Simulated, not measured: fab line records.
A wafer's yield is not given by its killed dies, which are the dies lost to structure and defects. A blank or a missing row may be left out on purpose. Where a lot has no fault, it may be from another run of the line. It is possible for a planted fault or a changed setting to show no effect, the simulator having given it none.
fab line records	flow sky130
record lots=12	wafers=36	last_day=50
route steps=708 shown METAL2@486 VIA4@651 METAL5@675 PAD_OPEN@708
lots that met no fault: from a run of the same line without faults
start_h: start of the lot's first displayed wafer, in hours after the record's first day	wait_h: how many hours have passed since the lot's step before this one	" repeats the value in the row above	L1.1+2: one row covering several wafers at once	- no value, or no start was given	* or withheld: withheld	< > ~ a bound
route shown NAME@n: names a module that has steps shown in the file, with the first one's number in the route	usual: the fault-free wafers' mean and standard deviation	same: alike in all rows	chamber/n: place in a boat	sites: per-site readings	_std_site: their standard deviation	_edge_site: outer sites' mean less inner sites'	radius_mm: how far each site lies from the wafer's centre	mask NAME#n: copy n	behind: tool/chamber where the wafer was last shaped	hold: cause of the lot's hold/its duration in hours/its outcome	device: transistor that didn't switch, given as n, p or np	end of line: the route-end tests of the same wafers	a step without rows: its recipe alone	killed: the dies lost at the first sort to structure and to defects; this is not the yield of the wafer	map: a wafer's dies, x killed, . not, _ none there
set.NAME: the setting the step ran with; set.NAME@STEP: the setting that earlier step ran with	model.NAME: the simulator's own value behind a step, which no gauge read
one table for each step of the route and one row for each wafer, over a sample of lots
services: when a tool's chamber went out of use (start_h, in hours from the record's first day, below 0 if earlier), for how many hours, and the reason
## steps
# step SKY_METAL2_SPUTTER_03
# recipe material=Ti	target_thk_nm=5	power_w=3000	time_s=3.3	chamber_pressure_pa=0.4
# usual throttle_valve_pct=29.7/1.1
lot.wafer	tool	chamber	start_h	wait_h	throttle_valve_pct
L350.1	pvd_sputter-02	-	783.71	0.0	29.2
L350.4	"	-	"	"	29.6
L350.6	"	-	"	"	29.9
L351.2	pvd_sputter-02	-	800.76	0.0	29.0
L351.3	"	-	"	"	29.8
L351.6	"	-	"	"	27.5
L353.1	pvd_sputter-02	-	819.27	0.0	27.6
L353.3	"	-	"	"	29.6
L353.6	"	-	"	"	29.8
L354.3	pvd_sputter-03	-	825.73	0.0	30.1
L354.4	"	-	"	"	30.4
L354.6	"	-	"	"	31.4
L356.2	pvd_sputter-02	-	843.75	0.0	29.2
L356.3	"	-	"	"	29.7
L356.4	"	-	"	"	27.5
L357.4	pvd_sputter-02	-	858.24	0.0	29.6
L357.5	"	-	"	"	29.1
L357.6	"	-	"	"	29.6
L361.1	pvd_sputter-02	-	882.97	0.0	27.7
L361.3	"	-	"	"	29.3
L361.4	"	-	"	"	29.1
L367.2	pvd_sputter-03	-	924.12	0.0	31.3
L367.3	"	-	"	"	30.4
L367.4	"	-	"	"	29.5
L370.1	pvd_sputter-03	-	940.59	0.0	30.4
L370.2	"	-	"	"	31.7
L370.4	"	-	"	"	29.6
L371.3	pvd_sputter-02	-	946.18	0.0	27.6
L371.5	"	-	"	"	29.9
L371.6	"	-	"	"	29.1
L372.2	pvd_sputter-02	-	954.52	0.0	29.8
L372.4	"	-	"	"	29.7
L372.6	"	-	"	"	27.7
L373.1	pvd_sputter-03	-	960.10	0.0	31.4
L373.3	"	-	"	"	29.8
L373.6	"	-	"	"	31.4
# step SKY_VIA4_ETCH_12
# recipe target=SiO2	chemistry=C4F8/O2/Ar	stop_on=TiN	mask_material=NOVOLAK	source_w=1500	bias_w=1200	pressure_mtorr=40	c4f8_flow_sccm=withheld	O2_flow_sccm=6	Ar_flow_sccm=300	time_s=withheld	target_depth_a=5800
# usual oes_product_au=0.925/0.0045
lot.wafer	tool	chamber	start_h	wait_h	oes_product_au
L350.1	rie_diel-04	3	995.44	0.0	0.925
L350.4	"	2	"	"	0.930
L350.6	"	1	"	"	0.923
L351.2	rie_diel-04	1	1010.06	0.0	0.918
L351.3	"	3	"	"	0.921
L351.6	"	2	"	"	0.926
L353.1	rie_diel-04	1	1025.46	0.0	0.928
L353.3	"	0	"	"	0.924
L353.6	"	2	"	"	0.930
L354.3	rie_diel-04	1	1032.69	0.0	0.924
L354.4	"	2	"	"	0.922
L354.6	"	0	"	"	0.918
L356.2	rie_diel-04	1	1045.54	0.0	0.926
L356.3	"	3	"	"	0.921
L356.4	"	2	"	"	0.927
L357.4	rie_diel-02	0	1059.81	0.0	0.926
L357.5	"	1	"	"	0.930
L357.6	"	0	"	"	0.930
L361.1	rie_diel-02	2	1077.06	0.0	0.929
L361.3	"	3	"	"	0.930
L361.4	"	0	"	"	0.927
L367.2	rie_diel-01	1	1112.71	0.0	0.923
L367.3	"	3	"	"	0.927
L367.4	"	2	"	"	0.926
L370.1	rie_diel-01	3	1126.31	0.0	0.923
L370.2	"	1	"	"	0.927
L370.4	"	0	"	"	0.924
L371.3	rie_diel-04	3	1130.66	0.0	0.926
L371.5	"	1	"	"	0.919
L371.6	"	0	"	"	0.923
L372.2	rie_diel-02	2	1137.39	0.0	0.927
L372.4	"	3	"	"	0.932
L372.6	"	0	"	"	0.930
L373.1	rie_diel-04	1	1141.99	0.0	0.923
L373.3	"	3	"	"	0.928
L373.6	"	3	"	"	0.929
# step SKY_METAL5_DESCUM_14
# recipe chemistry=O2	source_power_w=150	bias_power_w=0	pressure_mtorr=10	temp_c=40	time_s=11
# usual drypump_motor_current_A=6.0/0.44	oes_product_au=1.008/0.019
lot.wafer	tool	chamber	start_h	wait_h	drypump_motor_current_A	oes_product_au	rf_hours_counter_h
L350.1	rie_metal-04	0	1019.47	0.1	5.5	1.022	6
L350.4	"	0	"	"	5.5	1.018	-
L350.6	"	1	"	"	6.4	1.034	-
L351.2	rie_metal-04	1	1033.94	0.1	6.4	1.021	19
L351.3	"	0	"	"	5.5	1.019	-
L351.6	"	1	"	"	6.4	1.020	-
L353.1	rie_metal-02	1	1049.09	0.1	5.7	1.010	5
L353.3	"	0	"	"	5.2	0.974	-
L353.6	"	0	"	"	5.2	0.968	-
L354.3	rie_metal-01	0	1056.25	0.1	6.1	0.983	-
L354.4	"	1	"	"	6.5	1.000	-
L354.6	"	1	"	"	6.5	0.991	-
L356.2	rie_metal-04	0	1068.42	0.1	5.5	1.013	9
L356.3	"	0	"	"	5.5	1.008	-
L356.4	"	1	"	"	6.4	1.027	-
L357.4	rie_metal-01	0	1082.78	0.1	6.1	0.990	-
L357.5	"	0	"	"	6.1	0.988	-
L357.6	"	1	"	"	6.5	0.985	-
L361.1	rie_metal-04	1	1099.14	0.1	6.4	1.032	24
L361.3	"	1	"	"	6.4	1.030	-
L361.4	"	0	"	"	5.5	1.026	-
L367.2	rie_metal-04	1	1133.68	0.1	6.4	1.030	-
L367.3	"	1	"	"	6.4	1.035	-
L367.4	"	1	"	"	6.4	1.030	-
L370.1	rie_metal-04	0	1146.64	0.1	5.5	1.019	15
L370.2	"	1	"	"	6.4	1.024	29
L370.4	"	0	"	"	5.5	1.020	-
L371.3	rie_metal-01	0	1150.89	0.1	6.2	0.979	-
L371.5	"	1	"	"	6.5	0.976	-
L371.6	"	0	"	"	6.2	0.982	-
L372.2	rie_metal-02	0	1156.69	0.1	5.3	0.985	22
L372.4	"	1	"	"	5.7	1.012	-
L372.6	"	1	"	"	5.7	1.006	-
L373.1	rie_metal-04	0	1161.67	0.1	5.5	1.026	16
L373.3	"	0	"	"	5.5	1.029	-
L373.6	"	1	"	"	6.4	1.027	-
# step SKY_METAL5_STRIP_16
# recipe chemistry=O2/N2	power_w=1400	pressure_mtorr=1500	platen_temp_c=withheld	o2_flow_sccm=3000	n2_flow_sccm=300	overash_fraction=0.5
# usual drypump_motor_current_A=5.5/0.37	o2_flow_sccm=3000/9.5	oes_product_au=0.710/0.0046	strip_time_to_endpoint_s=12.99/0.25
lot.wafer	tool	chamber	start_h	wait_h	drypump_motor_current_A	o2_flow_sccm	oes_product_au	rf_hours_counter_h	strip_time_to_endpoint_s
L350.1	plasma_asher-04	0	1019.74	0.2	6.0	2989	0.709	28	12.86
L350.4	"	1	"	"	5.0	3013	0.715	-	12.96
L350.6	"	1	"	"	5.0	3005	0.708	-	12.83
L351.2	plasma_asher-04	0	1034.21	0.2	6.0	3000	0.708	30	12.74
L351.3	"	0	"	"	6.0	3002	0.701	-	12.80
L351.6	"	0	"	"	6.0	2984	0.709	-	12.75
L353.1	plasma_asher-02	0	1049.36	0.2	5.7	2995	0.707	92	12.71
L353.3	"	0	"	"	5.7	2984	0.708	-	13.13
L353.6	"	0	"	"	5.7	3009	0.713	-	13.28
L354.3	plasma_asher-02	1	1056.54	0.1	5.3	2982	0.715	-	13.26
L354.4	"	0	"	"	5.6	3007	0.711	-	13.32
L354.6	"	1	"	"	5.2	2986	0.715	-	13.31
L356.2	plasma_asher-03	0	1068.69	0.2	5.1	3003	0.716	0	12.80
L356.3	"	0	"	"	5.1	3002	0.703	-	12.89
L356.4	"	1	"	"	5.9	3005	0.703	-	12.72
L357.4	plasma_asher-03	0	1083.07	0.1	5.1	3002	0.713	-	13.24
L357.5	"	1	"	"	5.9	3015	0.720	-	13.18
L357.6	"	0	"	"	5.0	3010	0.715	-	13.36
L361.1	plasma_asher-02	1	1099.41	0.2	5.2	3014	0.706	98	12.81
L361.3	"	0	"	"	5.6	3006	0.704	-	12.87
L361.4	"	1	"	"	5.3	3007	0.714	-	12.81
L367.2	plasma_asher-04	1	1134.21	0.3	5.0	2998	0.700	38	12.78
L367.3	"	0	"	"	6.0	2991	0.718	-	12.80
L367.4	"	1	"	"	5.0	3005	0.717	-	12.74
L370.1	plasma_asher-04	0	1146.91	0.2	6.0	3007	0.718	40	12.83
L370.2	"	1	"	"	5.0	3001	0.712	40	12.77
L370.4	"	1	"	"	5.0	2986	0.706	-	12.81
L371.3	plasma_asher-03	1	1151.26	0.1	5.9	3004	0.713	-	13.30
L371.5	"	1	"	"	5.9	3004	0.705	-	13.37
L371.6	"	0	"	"	5.0	2984	0.703	-	13.36
L372.2	plasma_asher-02	0	1156.96	0.2	5.6	2991	0.709	104	13.28
L372.4	"	0	"	"	5.6	2996	0.719	-	13.08
L372.6	"	1	"	"	5.3	2994	0.707	-	12.99
L373.1	plasma_asher-03	1	1161.94	0.2	5.9	2986	0.707	9	12.76
L373.3	"	0	"	"	5.1	2999	0.711	-	12.77
L373.6	"	0	"	"	5.0	3018	0.706	-	12.83
# step SKY_PAD_OPEN_PROBE_99
# usual defect_limited_yield=82.2/2.2	killed_at_M0_to_M3=45/7.1	killed_at_M4_up=3.0/1.8	killed_at_contacts=24/5.4	killed_at_front_end=16/4.9	killed_at_other=0.3/0.63	killed_dies=88/11	killed_open=47/7.4	killed_short=40/7	sort_bin_3_pad_short=1.0/0.43	sort_bin_5_function=10.6/1.7	sort_bin_6_memory=6.3/1.1	sort_n_pass=404/11	sort_yield_pct=82.2/2.2
# same gross_dies=492	killed_at_back_side=0	sort_bin_4_leakage[%]=0	sort_bin_8_speed[%]=0
lot.wafer	tool	chamber	start_h	wait_h	defect_limited_yield[%]	killed_at_M0_to_M3	killed_at_M4_up	killed_at_contacts	killed_at_front_end	killed_at_other	killed_dies	killed_open	killed_short	sort_bin_3_pad_short[%]	sort_bin_5_function[%]	sort_bin_6_memory[%]	sort_n_pass	sort_yield_pct[%]
L350.1	prober-01	-	1066.66	0.1	83.5	40	4	23	14	0	81	43	37	0.6	9.3	6.5	411	83.5
L350.4	prober-01	-	1066.81	0.2	76.6	57	4	30	24	0	115	67	47	1.2	13.0	9.1	377	76.6
L350.6	prober-01	-	1066.91	0.2	78.3	58	4	24	21	0	107	56	50	1.2	13.8	6.7	385	78.3
L351.2	prober-02	-	1079.42	0.1	82.1	60	3	15	10	0	88	49	37	1.0	8.9	7.9	404	82.1
L351.3	prober-02	-	1079.47	0.2	80.5	50	4	25	15	2	96	53	40	1.0	12.4	6.1	396	80.5
L351.6	prober-02	-	1079.62	0.2	81.1	45	2	24	22	0	93	57	36	1.4	11.4	6.1	399	81.1
L353.1	prober-02	-	1094.47	0.1	81.7	46	1	24	19	0	90	59	31	0.6	12.8	4.9	402	81.7
L353.3	prober-02	-	1094.57	0.2	80.9	48	5	26	14	1	94	53	41	1.0	12.0	6.1	398	80.9
L353.6	prober-02	-	1094.72	0.2	80.9	58	3	19	14	0	94	49	45	1.4	10.0	7.7	398	80.9
L354.3	prober-01	-	1101.00	0.2	80.9	45	2	31	16	0	94	52	40	0.8	12.0	6.3	398	80.9
L354.4	prober-01	-	1101.05	0.2	81.9	44	2	29	14	0	89	49	38	0.6	11.6	5.9	403	81.9
L354.6	prober-01	-	1101.15	0.2	76.8	52	5	39	18	0	114	61	53	1.2	13.6	8.3	378	76.8
L356.2	prober-01	-	1112.83	0.1	84.8	40	2	15	18	0	75	48	26	0.8	10.0	4.5	417	84.8
L356.3	prober-01	-	1112.88	0.2	84.6	36	2	21	16	1	76	32	43	2.0	8.1	5.3	416	84.6
L356.4	prober-01	-	1112.93	0.2	80.7	43	3	29	19	1	95	46	48	1.4	11.4	6.5	397	80.7
L357.4	prober-01	-	1126.77	0.2	77.2	89	2	13	8	0	112	48	28	1.6	13.0	8.1	380	77.2
L357.5	prober-01	-	1126.82	0.2	75.8	78	5	20	16	0	119	45	28	2.0	13.6	8.5	373	75.8
L357.6	prober-01	-	1126.87	0.2	75.2	70	3	25	24	0	122	49	38	2.4	14.8	7.5	370	75.2
L361.1	prober-02	-	1141.84	0.1	73.2	95	2	25	10	0	132	47	27	4.9	15.0	6.9	360	73.2
L361.3	prober-02	-	1141.94	0.2	78.9	72	1	21	10	0	104	41	31	3.0	12.4	5.7	388	78.9
L361.4	prober-02	-	1141.99	0.2	74.4	84	1	26	15	0	126	42	35	3.9	14.4	7.3	366	74.4
L367.2	prober-02	-	1173.25	0.1	82.1	52	5	22	9	0	88	43	44	1.6	11.0	5.3	404	82.1
L367.3	prober-02	-	1173.30	0.2	83.1	48	0	24	10	1	83	48	34	0.8	9.1	6.9	409	83.1
L367.4	prober-02	-	1173.35	0.2	81.5	52	5	16	18	0	91	45	46	0.6	10.4	7.5	401	81.5
L370.1	prober-01	-	1184.69	0.1	81.1	48	2	28	15	0	93	51	42	0.4	11.4	7.1	399	81.1
L370.2	prober-01	-	1184.74	0.1	82.9	36	3	34	10	1	84	48	36	1.4	10.6	5.1	408	82.9
L370.4	prober-01	-	1184.84	0.2	81.5	47	2	25	17	0	91	53	38	0.8	11.2	6.5	401	81.5
L371.3	prober-02	-	1188.51	0.2	79.7	46	5	25	24	0	100	52	48	1.4	12.6	6.3	392	79.7
L371.5	prober-02	-	1188.61	0.2	79.3	51	4	23	21	3	102	59	43	0.6	11.6	8.5	390	79.3
L371.6	prober-02	-	1188.66	0.2	81.5	36	3	24	28	0	91	52	39	1.0	10.0	7.5	401	81.5
L372.2	prober-01	-	1194.27	0.1	83.9	44	3	17	15	0	79	46	33	0.2	11.2	4.7	413	83.9
L372.4	prober-01	-	1194.37	0.2	83.3	39	4	25	14	0	82	52	30	0.4	9.8	6.5	410	83.3
L372.6	prober-01	-	1194.47	0.2	83.1	40	1	32	10	0	83	43	40	1.0	11.8	4.1	409	83.1
L373.1	prober-02	-	1197.51	0.1	85.4	36	3	24	9	0	72	43	29	0.6	9.1	4.9	420	85.4
L373.3	prober-02	-	1197.61	0.2	78.7	52	2	31	19	1	105	51	54	1.2	11.0	9.1	387	78.7
L373.6	prober-02	-	1197.76	0.2	80.5	38	4	33	20	1	96	56	40	0.4	12.0	7.1	396	80.5
# killed by level:class
L350.1 VIA1:geometric_particle:open=10 CONTACT:geometric_particle:open=9 LI_CONTACT:geometric_particle:open=6 METAL1:geometric_particle:short=6 METAL2:geometric_particle:short=6 FIELD_ISO:geometric_particle:short=5 LI_CONTACT:geometric_particle:short=5 FIELD_ISO:geometric_particle:open=4
L350.4 CONTACT:geometric_particle:open=15 FIELD_ISO:geometric_particle:open=10 VIA3:geometric_particle:open=9 VIA1:geometric_particle:open=9 VIA2:geometric_particle:open=8 VIA3:geometric_particle:short=6 VIA1:geometric_particle:short=6 METAL2:geometric_particle:short=6
L350.6 VIA1:geometric_particle:open=19 FIELD_ISO:geometric_particle:short=8 CONTACT:geometric_particle:open=8 VIA1:geometric_particle:short=8 VIA3:geometric_particle:open=7 LI_CONTACT:geometric_particle:open=6 METAL1:geometric_particle:short=6 VIA2:geometric_particle:open=5
L351.2 VIA1:geometric_particle:open=22 VIA2:geometric_particle:open=7 FIELD_ISO:geometric_particle:short=5 METAL2:geometric_particle:short=5 VIA2:geometric_particle:short=5 METAL3:geometric_particle:short=5 LI_CONTACT:geometric_particle:open=4 VIA1:geometric_particle:short=4
L351.3 VIA1:geometric_particle:open=15 CONTACT:geometric_particle:open=10 LI_CONTACT:geometric_particle:open=7 VIA3:geometric_particle:open=7 FIELD_ISO:geometric_particle:open=6 METAL1:geometric_particle:short=5 VIA1:geometric_particle:short=5 METAL3:geometric_particle:short=4
L351.6 CONTACT:geometric_particle:open=13 VIA1:geometric_particle:open=12 FIELD_ISO:geometric_particle:short=9 VIA2:geometric_particle:open=9 POLY_GATE:geometric_particle:open=6 VIA3:geometric_particle:open=6 LI_CONTACT:geometric_particle:open=5 VIA1:geometric_particle:short=5
L353.1 VIA1:geometric_particle:open=15 CONTACT:geometric_particle:open=9 VIA2:geometric_particle:open=8 POLY_GATE:geometric_particle:open=6 VIA3:geometric_particle:open=6 FIELD_ISO:geometric_particle:short=5 LI_CONTACT:geometric_particle:open=5 LOCAL_INTERCONNECT:geometric_particle:short=5
L353.3 CONTACT:geometric_particle:open=9 VIA1:geometric_particle:open=9 VIA2:geometric_particle:open=7 VIA2:geometric_particle:short=6 FIELD_ISO:geometric_particle:short=6 LI_CONTACT:geometric_particle:open=6 VIA3:geometric_particle:open=6 LI_CONTACT:geometric_particle:short=4
L353.6 VIA1:geometric_particle:open=11 METAL2:geometric_particle:short=9 VIA2:geometric_particle:open=9 CONTACT:geometric_particle:open=7 METAL1:geometric_particle:short=7 VIA2:geometric_particle:short=6 LI_CONTACT:geometric_particle:open=5 VIA3:geometric_particle:open=5
L354.3 VIA1:geometric_particle:open=12 CONTACT:geometric_particle:open=8 POLY_GATE:geometric_particle:open=7 LI_CONTACT:geometric_particle:open=7 VIA3:geometric_particle:short=7 METAL1:geometric_particle:short=7 CONTACT:geometric_particle:short=6 VIA3:geometric_particle:open=6
L354.4 CONTACT:geometric_particle:open=15 VIA1:geometric_particle:open=11 VIA3:geometric_particle:open=6 VIA1:geometric_particle:short=5 FIELD_ISO:geometric_particle:short=4 LI_CONTACT:geometric_particle:open=4 CONTACT:geometric_particle:short=4 METAL2:geometric_particle:short=4
L354.6 CONTACT:geometric_particle:open=15 VIA1:geometric_particle:open=11 VIA1:geometric_particle:short=10 LI_CONTACT:geometric_particle:open=8 POLY_GATE:geometric_particle:open=7 CONTACT:geometric_particle:short=7 VIA2:geometric_particle:open=7 METAL1:geometric_particle:short=6
L356.2 VIA3:geometric_particle:open=10 CONTACT:geometric_particle:open=7 VIA1:geometric_particle:open=7 VIA1:geometric_particle:short=6 FIELD_ISO:geometric_particle:short=4 FIELD_ISO:geometric_particle:open=4 LI_CONTACT:geometric_particle:open=4 METAL2:geometric_particle:short=4
L356.3 POLY_GATE:geometric_particle:short=6 CONTACT:geometric_particle:open=6 VIA3:geometric_particle:open=6 FIELD_ISO:geometric_particle:short=5 LI_CONTACT:geometric_particle:open=5 LOCAL_INTERCONNECT:geometric_particle:short=5 VIA1:geometric_particle:open=5 VIA3:geometric_particle:short=5
L356.4 VIA1:geometric_particle:open=10 CONTACT:geometric_particle:open=8 LI_CONTACT:geometric_particle:open=7 FIELD_ISO:geometric_particle:short=6 LI_CONTACT:geometric_particle:short=6 VIA3:geometric_particle:short=6 VIA3:geometric_particle:open=6 CONTACT:geometric_particle:short=5
L357.4 METAL2:unspecified=36 VIA1:geometric_particle:open=12 VIA3:geometric_particle:open=12 VIA2:geometric_particle:open=8 METAL2:geometric_particle:short=7 VIA1:geometric_particle:short=6 CONTACT:geometric_particle:open=5 LI_CONTACT:geometric_particle:open=4
L357.5 METAL2:unspecified=46 VIA1:geometric_particle:open=10 FIELD_ISO:geometric_particle:short=8 LI_CONTACT:geometric_particle:open=7 CONTACT:geometric_particle:open=7 FIELD_ISO:geometric_particle:open=5 METAL2:geometric_particle:short=4 VIA2:geometric_particle:open=4
L357.6 METAL2:unspecified=35 VIA3:geometric_particle:open=9 POLY_GATE:geometric_particle:short=8 CONTACT:geometric_particle:open=8 LI_CONTACT:geometric_particle:short=6 LI_CONTACT:geometric_particle:open=6 FIELD_ISO:geometric_particle:short=5 FIELD_ISO:geometric_particle:open=4
L361.1 METAL2:unspecified=58 CONTACT:geometric_particle:open=11 VIA1:geometric_particle:open=7 LI_CONTACT:geometric_particle:open=6 VIA3:geometric_particle:open=6 VIA1:geometric_particle:short=5 METAL2:geometric_particle:short=5 FIELD_ISO:geometric_particle:short=4
L361.3 METAL2:unspecified=32 VIA1:geometric_particle:open=12 CONTACT:geometric_particle:open=8 LI_CONTACT:geometric_particle:open=5 VIA1:geometric_particle:short=5 VIA2:geometric_particle:open=5 CONTACT:geometric_particle:short=4 METAL2:geometric_particle:short=4
L361.4 METAL2:unspecified=49 METAL2:geometric_particle:short=11 CONTACT:geometric_particle:open=10 LI_CONTACT:geometric_particle:open=8 CONTACT:geometric_particle:short=5 METAL1:geometric_particle:open=5 FIELD_ISO:geometric_particle:short=4 VIA2:geometric_particle:open=4
L367.2 VIA1:geometric_particle:open=13 VIA3:geometric_particle:short=9 VIA2:geometric_particle:open=8 CONTACT:geometric_particle:short=7 VIA1:geometric_particle:short=6 LI_CONTACT:geometric_particle:open=5 METAL1:geometric_particle:short=5 CONTACT:geometric_particle:open=5
L367.3 VIA1:geometric_particle:open=12 LI_CONTACT:geometric_particle:open=9 CONTACT:geometric_particle:open=9 VIA1:geometric_particle:short=8 VIA3:geometric_particle:open=7 VIA3:geometric_particle:short=5 VIA2:geometric_particle:open=4 METAL1:geometric_particle:short=4
L367.4 VIA1:geometric_particle:open=18 METAL1:geometric_particle:short=7 VIA1:geometric_particle:short=6 FIELD_ISO:geometric_particle:short=5 POLY_GATE:geometric_particle:short=5 VIA3:geometric_particle:open=5 LI_CONTACT:geometric_particle:open=5 VIA2:geometric_particle:short=5
L370.1 CONTACT:geometric_particle:open=13 VIA2:geometric_particle:open=11 VIA1:geometric_particle:open=9 METAL1:geometric_particle:short=8 LI_CONTACT:geometric_particle:open=6 METAL2:geometric_particle:short=5 VIA3:geometric_particle:open=5 FIELD_ISO:geometric_particle:short=3
L370.2 CONTACT:geometric_particle:open=14 CONTACT:geometric_particle:short=8 VIA1:geometric_particle:open=8 LI_CONTACT:geometric_particle:open=6 VIA3:geometric_particle:short=5 METAL2:geometric_particle:short=4 VIA2:geometric_particle:short=4 FIELD_ISO:geometric_particle:open=3
L370.4 VIA2:geometric_particle:open=11 VIA1:geometric_particle:open=9 VIA2:geometric_particle:short=8 CONTACT:geometric_particle:open=8 FIELD_ISO:geometric_particle:open=6 CONTACT:geometric_particle:short=6 VIA3:geometric_particle:open=6 LI_CONTACT:geometric_particle:short=4
L371.3 VIA1:geometric_particle:open=11 POLY_GATE:geometric_particle:short=9 LI_CONTACT:geometric_particle:open=7 VIA3:geometric_particle:open=7 LOCAL_INTERCONNECT:geometric_particle:short=6 FIELD_ISO:geometric_particle:short=5 VIA3:geometric_particle:short=5 VIA1:geometric_particle:short=5
L371.5 VIA1:geometric_particle:open=18 LI_CONTACT:geometric_particle:open=9 CONTACT:geometric_particle:open=7 VIA2:geometric_particle:open=7 METAL2:geometric_particle:short=6 VIA2:geometric_particle:short=6 FIELD_ISO:geometric_particle:open=5 VIA3:geometric_particle:open=5
L371.6 VIA1:geometric_particle:open=12 CONTACT:geometric_particle:open=11 FIELD_ISO:geometric_particle:open=10 POLY_GATE:geometric_particle:short=6 POLY_GATE:geometric_particle:open=5 VIA3:geometric_particle:open=5 SONOS_ONO:geometric_particle:short=4 VIA2:geometric_particle:open=4
L372.2 VIA1:geometric_particle:open=14 CONTACT:geometric_particle:open=10 METAL2:geometric_particle:short=6 POLY_GATE:geometric_particle:open=5 VIA2:geometric_particle:short=5 VIA2:geometric_particle:open=5 POLY_GATE:geometric_particle:short=4 VIA1:geometric_particle:short=4
L372.4 VIA2:geometric_particle:open=10 CONTACT:geometric_particle:open=8 LI_CONTACT:geometric_particle:open=8 CONTACT:geometric_particle:short=6 VIA1:geometric_particle:open=6 VIA3:geometric_particle:open=6 POLY_GATE:geometric_particle:open=5 VIA3:geometric_particle:short=4
L372.6 CONTACT:geometric_particle:open=14 METAL1:geometric_particle:short=7 VIA1:geometric_particle:short=7 VIA3:geometric_particle:open=6 LI_CONTACT:geometric_particle:short=5 LI_CONTACT:geometric_particle:open=5 METAL2:geometric_particle:short=4 VIA2:geometric_particle:open=4
L373.1 VIA1:geometric_particle:open=11 VIA2:geometric_particle:open=8 LI_CONTACT:geometric_particle:open=8 CONTACT:geometric_particle:open=7 CONTACT:geometric_particle:short=6 METAL2:geometric_particle:short=4 VIA3:geometric_particle:open=4 FIELD_ISO:geometric_particle:short=3
L373.3 CONTACT:geometric_particle:open=9 VIA2:geometric_particle:open=8 FIELD_ISO:geometric_particle:open=7 VIA3:geometric_particle:short=7 VIA1:geometric_particle:open=7 LI_CONTACT:geometric_particle:short=6 LI_CONTACT:geometric_particle:open=6 CONTACT:geometric_particle:short=6
L373.6 CONTACT:geometric_particle:open=13 VIA1:geometric_particle:open=8 VIA3:geometric_particle:open=8 LOCAL_INTERCONNECT:geometric_particle:short=6 VIA2:geometric_particle:open=6 POLY_GATE:geometric_particle:open=5 LI_CONTACT:geometric_particle:open=5 FIELD_ISO:geometric_particle:short=4
## services
tool	chamber	start_h	hours	kind
pvd_sputter-02	-	770.39	3.0	repair
plasma_asher-02	-	810.30	1.5	repair
rie_diel-04	-	816.20	2.8	pm
pvd_sputter-02	-	849.06	1.5	repair
plasma_asher-02	-	851.84	0.8	repair
rie_diel-04	-	857.99	0.3	repair
rie_diel-04	0	863.07	6.9	repair
plasma_asher-04	-	888.23	1.2	repair
rie_diel-04	3	889.10	18.6	repair
pvd_sputter-03	-	891.68	1.9	repair
plasma_asher-04	-	895.32	0.3	repair
plasma_asher-03	-	910.96	3.8	repair
pvd_sputter-02	-	930.75	5.9	repair
rie_diel-04	-	947.63	0.3	repair
pvd_sputter-02	-	970.92	0.8	repair
plasma_asher-02	-	997.67	5.9	repair
pvd_sputter-02	-	1012.24	4.2	repair
pvd_sputter-02	-	1036.83	2.9	repair
rie_diel-04	1	1063.78	16.4	repair
pvd_sputter-02	-	1079.05	4.1	repair
rie_metal-04	0	1119.78	14.7	repair
pvd_sputter-02	-	1137.35	3.4	repair
rie_metal-04	-	1153.33	0.5	repair
pvd_sputter-02	-	1154.82	1.5	repair
## key
first_sign step=SKY_PAD_OPEN_PROBE_99	reading=killed_at_M0_to_M3	direction=up	sigmas=5.1	usual=45	struck=81
effect step=SKY_PAD_OPEN_PROBE_99	reading=sort_bin_3_pad_short	direction=up	sigmas=4.8	usual=1.0	struck=3.0
met_at SKY_METAL2_SPUTTER_03
struck_lots L357,L361
not_acting_at SKY_VIA4_ETCH_12,SKY_METAL5_DESCUM_14,SKY_METAL5_STRIP_16
onset_between 843.75 858.24
fault kind=chamber_particle_source	tool=pvd_sputter-02	chamber=-	onset_h=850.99	steps=SKY_METAL2_SPUTTER_03	rate_per_visit_cm2=1.021	end_h=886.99
